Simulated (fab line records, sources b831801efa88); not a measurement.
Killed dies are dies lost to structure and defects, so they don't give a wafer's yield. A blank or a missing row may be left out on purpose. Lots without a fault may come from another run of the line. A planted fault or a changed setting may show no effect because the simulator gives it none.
fab line records | flow sky130 | part 2 of 2: steps 31 to 42 of 42
record lots=5 wafers=15 last_day=49
route steps=708 shown FIELD_ISO@13 NWELL@32 DNWELL@35 PWDE@45
lots that met no fault: from a run of the same line without faults
start_h: hours from the record's first day to the start of the lot's first wafer shown | wait_h: hours since the lot's step before | " the same as in the row above | L1.1+2: a row that stands for several wafers | - no value, or no start given | * or withheld: withheld | < > ~ a bound
route shown NAME@n: a module of which the file shows steps, and the number in the route of the first | usual: mean/standard deviation of fault-free wafers | same: alike in all rows | chamber/n: place in a boat | sites: the reading at each site | _std_site: their standard deviation | _edge_site: outer sites' mean less inner sites' | radius_mm: how far each site lies from the wafer's centre | mask NAME#n: copy n | behind: the tool/chamber that last shaped the wafer | hold: why the lot was held/for how many hours/how that ended | device: the transistor (n, p or np) that didn't switch | end of line: the same wafers' tests at the end of the route | a step without rows: its recipe alone | killed: dies lost to structure and defects at the first sort, not the wafer's yield | map: a wafer's dies, x killed, . not, _ none there
set.NAME: the setting as run; set.NAME@STEP: as run at that earlier step | model.NAME: the simulator's own value behind a step, which no gauge read
lots at some steps of the route; a table a step, a row a wafer
services: from which hour (start_h, from the record's first day; less than 0 if before it) a tool's chamber was out of use, for how many hours, and why
## steps
# step SKY_DNWELL_STRIP_08
# recipe chemistry=O2/N2 power_w=1400 pressure_mtorr=1500 platen_temp_c=withheld o2_flow_sccm=3000 n2_flow_sccm=300 overash_fraction=0.5
# usual drypump_motor_current_A=5.5/0.52 oes_product_au=0.723/0.0042 strip_time_to_endpoint_s=36.90/0.081
# columns lot.wafer tool chamber start_h wait_h drypump_motor_current_A oes_product_au rf_hours_counter_h strip_time_to_endpoint_s
L077.1 plasma_asher-02 0 67.89 0.1 6.1 0.731 25 36.88
L077.4 " 1 " " 5.8 0.727 - 36.80
L077.5 " 0 " " 6.1 0.722 - 36.96
L080.1 plasma_asher-01 0 86.75 0.1 5.9 0.721 41 37.01
L080.3 " 1 " " 4.7 0.730 - 36.94
L080.4 " 0 " " 5.9 0.728 - 37.00
L085.4 plasma_asher-01 0 120.24 0.1 5.8 0.729 - 36.94
L085.5 " 1 " " 4.7 0.720 - 36.81
L085.6 " 0 " " 5.8 0.728 - 36.95
L086.2 plasma_asher-02 0 120.72 0.1 6.1 0.718 30 36.94
L086.3 " 0 " " 6.1 0.721 - 36.96
L086.5 " 1 " " 5.8 0.726 - 36.92
L090.3 plasma_asher-02 1 139.03 0.1 5.8 0.733 - 37.02
L090.4 " 0 " " 6.1 0.726 - 36.97
L090.5 " 1 " " 5.8 0.721 - 36.98
# step SKY_DNWELL_TW_MEAS_09
# usual DNWELL_TW=1116/12
# columns lot.wafer tool chamber start_h wait_h DNWELL_TW
L077.1 film_metro-02 - 67.99 0.1 1136
L077.4 " - " " 1140
L077.5 " - " " 1136
L080.1 film_metro-04 - 86.85 0.1 1127
L080.3 " - " " 1132
L080.4 " - " " 1128
L085.4 film_metro-04 - 120.33 0.1 1123
L085.5 " - " " 1121
L085.6 " - " " 1122
L086.2 film_metro-02 - 120.83 0.1 1130
L086.3 " - " " 1125
L086.5 " - " " 1117
L090.3 film_metro-01 - 139.11 0.1 1117
L090.4 " - " " 1121
L090.5 " - " " 1109
# step SKY_PWDE_DEHYDRATE_00
# recipe temp_c=200 time_s=60
# columns lot.wafer tool chamber start_h wait_h
L077.1+4+5 litho_track-01 0 75.24 7.2
L080.1+3+4 litho_track-01 0 93.59 6.7
L085.4+5+6 litho_track-03 0 128.43 8.1
L086.2+3+5 litho_track-02 0 129.01 8.2
L090.3+4+5 litho_track-03 0 148.70 9.6
# step SKY_PWDE_HMDS_01
# recipe prime_time_s=60 prime_temp_c=120
# columns lot.wafer tool chamber start_h wait_h
L077.1+4+5 litho_track-01 0 75.39 0.1
L080.1+3+4 litho_track-01 0 93.74 0.1
L085.4+5+6 litho_track-03 0 128.58 0.1
L086.2+3+5 litho_track-02 0 129.16 0.1
L090.3+4+5 litho_track-03 0 148.85 0.1
# step SKY_PWDE_COAT_02
# recipe spin_rpm=2000 resist_thk_nm=3000
# columns lot.wafer tool chamber start_h wait_h
L077.1+4+5 litho_track-01 0 75.54 0.1
L080.1+3+4 litho_track-01 0 93.89 0.1
L085.4+5+6 litho_track-03 0 128.73 0.1
L086.2+3+5 litho_track-02 0 129.31 0.1
L090.3+4+5 litho_track-03 0 149.00 0.1
# step SKY_PWDE_SOFTBAKE_03
# recipe temp_c=110 time_s=withheld
# columns lot.wafer tool chamber start_h wait_h
L077.1+4+5 litho_track-01 0 75.69 0.1
L080.1+3+4 litho_track-01 0 94.04 0.1
L085.4+5+6 litho_track-03 0 128.90 0.1
L086.2+3+5 litho_track-02 0 129.47 0.1
L090.3+4+5 litho_track-03 0 149.17 0.1
# step SKY_PWDE_EXPOSE_04
# recipe mask_id=PWDEM na=0.6 source_shape=conventional sigma_outer=0.6 polarization=unpolarized target_cd_nm=840 dose_mj=214
# usual exposure_dose_mJ_cm2=213.94/0.2
# columns lot.wafer tool chamber start_h wait_h mask exposure_dose_mJ_cm2
L077.1 iline_stepper-02 0 - - PWDEM#0 214.03
L077.4 " 0 " " PWDEM#0 214.03
L077.5 " 0 " " PWDEM#0 214.17
L080.1 iline_stepper-02 0 - - PWDEM#0 214.07
L080.3 " 0 " " PWDEM#0 213.92
L080.4 " 0 " " PWDEM#0 213.79
L085.4 iline_stepper-02 0 - - PWDEM#0 213.82
L085.5 " 0 " " PWDEM#0 213.89
L085.6 " 0 " " PWDEM#0 214.03
L086.2 iline_stepper-01 0 - - PWDEM#0 213.98
L086.3 " 0 " " PWDEM#0 213.38
L086.5 " 0 " " PWDEM#0 213.94
L090.3 iline_stepper-01 0 - - PWDEM#0 213.79
L090.4 " 0 " " PWDEM#0 213.62
L090.5 " 0 " " PWDEM#0 213.81
# step SKY_PWDE_PEB_05
# recipe temp_c=115 time_s=withheld
# columns lot.wafer tool chamber start_h wait_h
L077.1+4+5 litho_track-01 0 - -
L080.1+3+4 litho_track-01 0 - -
L085.4+5+6 litho_track-01 0 - -
L086.2+3+5 litho_track-02 0 - -
L090.3+4+5 litho_track-02 0 - -
# step SKY_PWDE_DEVELOP_06
# recipe wall_angle_deg=90 developer=TMAH develop_time_s=60 dev_temp_c=23
# same develop_time_s=60
# columns lot.wafer tool chamber start_h wait_h
L077.1+4+5 litho_track-01 0 - -
L080.1+3+4 litho_track-01 0 - -
L085.4+5+6 litho_track-01 0 - -
L086.2+3+5 litho_track-02 0 - -
L090.3+4+5 litho_track-02 0 - -
# step SKY_PWDE_OVL_MEAS_07
# usual PWDE_OVL=0.2/1.5
# columns lot.wafer tool chamber start_h wait_h PWDE_OVL[nm]
L077.1 overlay-01 - 83.54 - 0.6
L077.4 " - " " 0.1
L077.5 " - " " 3.1
L080.1 overlay-02 - 102.84 - 1.7
L080.3 " - " " 0.5
L080.4 " - " " 0.3
L085.4 overlay-02 - 138.21 - -1.1
L085.5 " - " " -0.8
L085.6 " - " " -0.3
L086.2 overlay-02 - 138.79 - -1.1
L086.3 " - " " 0.9
L086.5 " - " " 1.9
L090.3 overlay-01 - 159.99 - 0.0
L090.4 " - " " -1.2
L090.5 " - " " 1.7
# step SKY_PWDE_IMPLANT_08
# recipe species=B energy_kev=150 dose_cm2=3.6e+12 tilt_deg=withheld
# usual end_station_pressure_torr=4.98e-06/2.6e-07
# columns lot.wafer tool chamber start_h wait_h end_station_pressure_torr
L077.1 implanter-04 0 83.58 0.0 5.24e-06
L077.4 " 0 " " 5.15e-06
L077.5 " 0 " " 5.62e-06
L080.1 implanter-04 0 102.88 0.0 4.85e-06
L080.3 " 0 " " 5.34e-06
L080.4 " 0 " " 5.25e-06
L085.4 implanter-02 0 138.30 0.1 4.87e-06
L085.5 " 0 " " 4.85e-06
L085.6 " 0 " " 4.77e-06
L086.2 implanter-03 0 138.84 0.0 4.92e-06
L086.3 " 0 " " 4.84e-06
L086.5 " 0 " " 5.35e-06
L090.3 implanter-03 0 160.07 0.1 4.87e-06
L090.4 " 0 " " 4.97e-06
L090.5 " 0 " " 5.06e-06
# step SKY_PWDE_STRIP_09
# recipe chemistry=O2/N2 power_w=1400 pressure_mtorr=1500 platen_temp_c=withheld o2_flow_sccm=3000 n2_flow_sccm=300 overash_fraction=0.5
# usual drypump_motor_current_A=5.5/0.32 oes_product_au=0.722/0.0052 strip_time_to_endpoint_s=36.91/0.08
# columns lot.wafer tool chamber start_h wait_h drypump_motor_current_A oes_product_au rf_hours_counter_h strip_time_to_endpoint_s
L077.1 plasma_asher-02 1 83.73 0.1 5.8 0.714 27 36.93
L077.4 " 0 " " 6.1 0.726 - 37.11
L077.5 " 0 " " 6.1 0.723 - 37.11
L080.1 plasma_asher-04 0 103.03 0.1 5.6 0.727 40 36.92
L080.3 " 1 " " 5.3 0.712 - 36.94
L080.4 " 0 " " 5.5 0.712 - 36.87
L085.4 plasma_asher-02 0 138.41 0.1 6.1 0.715 - 37.07
L085.5 " 1 " " 5.8 0.730 - 36.99
L085.6 " 0 " " 6.1 0.718 - 36.98
L086.2 plasma_asher-04 1 138.97 0.1 5.3 0.728 2 36.89
L086.3 " 1 " " 5.3 0.715 - 36.88
L086.5 " 0 " " 5.5 0.721 - 36.91
L090.3 plasma_asher-03 1 160.20 0.1 5.3 0.723 - 36.92
L090.4 " 0 " " 5.2 0.726 - 36.93
L090.5 " 0 " " 5.2 0.727 - 36.97
## services
# columns tool chamber start_h hours kind
implanter-03 - 22.68 2.8 repair
cmp-01 - 29.56 1.6 repair
iline_stepper-01 - 33.89 8.9 pm
hdpcvd-01 - 40.61 0.7 repair
wet_bench-02 - 45.05 2.7 repair
rie_diel-04 - 46.29 1.1 repair
rie_diel-03 3 48.74 16.0 repair
rie_si-02 3 63.60 2.3 repair
cmp-02 - 64.19 4.0 pm
rie_diel-04 1 65.09 2.9 repair
iline_stepper-02 - 65.98 1.7 pm
furnace-01 - 71.87 13.6 pm
cmp-01 - 75.98 5.7 pm
cmp-01 - 84.40 2.3 repair
furnace-02 - 88.31 2.3 pm
furnace-01 - 89.88 7.9 repair
cmp-01 - 90.25 2.8 repair
rie_si-01 - 92.41 0.5 repair
cmp-01 - 103.94 1.8 repair
implanter-01 - 124.52 2.6 repair
plasma_asher-03 - 133.71 0.7 repair
hdpcvd-01 2 135.30 17.1 repair
furnace-01 - 148.33 2.8 pm
implanter-03 - 152.95 3.5 repair
